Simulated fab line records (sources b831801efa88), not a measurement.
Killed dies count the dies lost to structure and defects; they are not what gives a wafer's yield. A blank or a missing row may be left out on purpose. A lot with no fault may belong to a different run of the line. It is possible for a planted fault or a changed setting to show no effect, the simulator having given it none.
8D (eight disciplines) problem report, filled in by code + flow gf180mcu + the parts of the form that need people (team, actions taken, sign-off) are left out

== 1. WHAT WENT WRONG ==
GF_M4_CD_MEAS_14, cd nm: mean 257.3 nm on 3 wafers (1 lot); fault-free wafers 280.1 nm, standard deviation 1. That is -23 standard deviations from the usual mean.
The step: target cd 280 nm.
The first sign was on wafer L207.2 at day 28 21:30, on cd sem-01. The record holds 39 wafers of 13 lots with a number at this step. Rule for "out", or "out of limits": more than 4 standard deviations from the usual mean. All remaining wafers that have a number are taken as sound.

== 2. WHAT IT IS; WHAT IT IS NOT ==
| question                    | is                     | is not                                                                          |
|-----------------------------|------------------------|---------------------------------------------------------------------------------|
| which readings at this step | cd nm                  | -                                                                               |
| which lots                  | L207                   | L191, L193, L194, L199, L201, L203, L204, L205, L206, L211, L212, L213          |
| which wafers of those lots  | all that have a number | -                                                                               |
| read on which gauges        | cd sem-01              | cd sem-02                                                                       |
| when                        | from day 28 21:30      | up to then (27 sound wafers); but 9 sound wafers of L211, L212, L213 came after |

== 3. WHAT RULES OUT EACH SUSPECT ==
Counting: any tool at a process step up to the reading is kept as a suspect provided that every lot that is out went through it and no sound lot did after the first of them.
- the gauge at GF_M4_CD_MEAS_14: kept. All the wafers that are out were read on cd sem-01, and no step on other tools shows them out.
- cmp-01 at GF_V3_CMP_26 (polishes, stops on SiO2, t overpolish 15 s, target thk 0 nm): kept. It ran the lot that is out, L207 (day 28 02:26), and no sound lot after that; its last sound lot up to then is L206 (day 27 16:25).
- krf scanner-02 at GF_M4_EXPOSE_11 (exposes mask Metal4, target cd 280 nm): kept. It ran the lot that is out, L207 (day 28 12:09), and no sound lot after that; its last sound lot up to then is L206 (day 28 03:11).
After the count, these remain: cmp-01 at GF_V3_CMP_26, krf scanner-02 at GF_M4_EXPOSE_11 and cd sem-01 at GF_M4_CD_MEAS_14.

== 4. THE CAUSE (what the simulator had put in) ==
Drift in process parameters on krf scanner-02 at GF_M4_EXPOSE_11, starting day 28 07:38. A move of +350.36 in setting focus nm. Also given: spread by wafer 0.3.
After counting, 3 suspects remain, this tool included.

== 5. SEQUENCE OF EFFECTS, ordered by route ==
Each row: a reading whose mean over the struck wafers that have a number lies more than 3 standard deviations from the usual. Readings are gone through only where the record gives a usual standard deviation; hours: the median, over the lots, of the time from a lot's start at the first step in this table giving one to that lot's start at this step; sigmas: the change measured in usual standard deviations.
| hours | step             | reading | usual    | on struck wafers | change | sigmas |
|-------|------------------|---------|----------|------------------|--------|--------|
| 0     | GF_M4_CD_MEAS_14 | cd nm   | 280.1 nm | 257.3            | -22.8  | -23    |

== 6. WHAT WOULD HAVE CAUGHT IT SOONER ==
In this record the first reading out of limits at a measuring or inspecting step was taken at day 28 21:30, 14 hours after the fault began at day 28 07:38.
An alarm limit of 4 standard deviations would not have fired on the tool readings at GF_M4_EXPOSE_11 for which the record gives a usual standard deviation, since none of them was out on any struck wafer.
All the lots that are out (1) had begun GF_M4_EXPOSE_11 on krf scanner-02 by day 28 21:30. Holding the tool at that point would not have protected any of them.
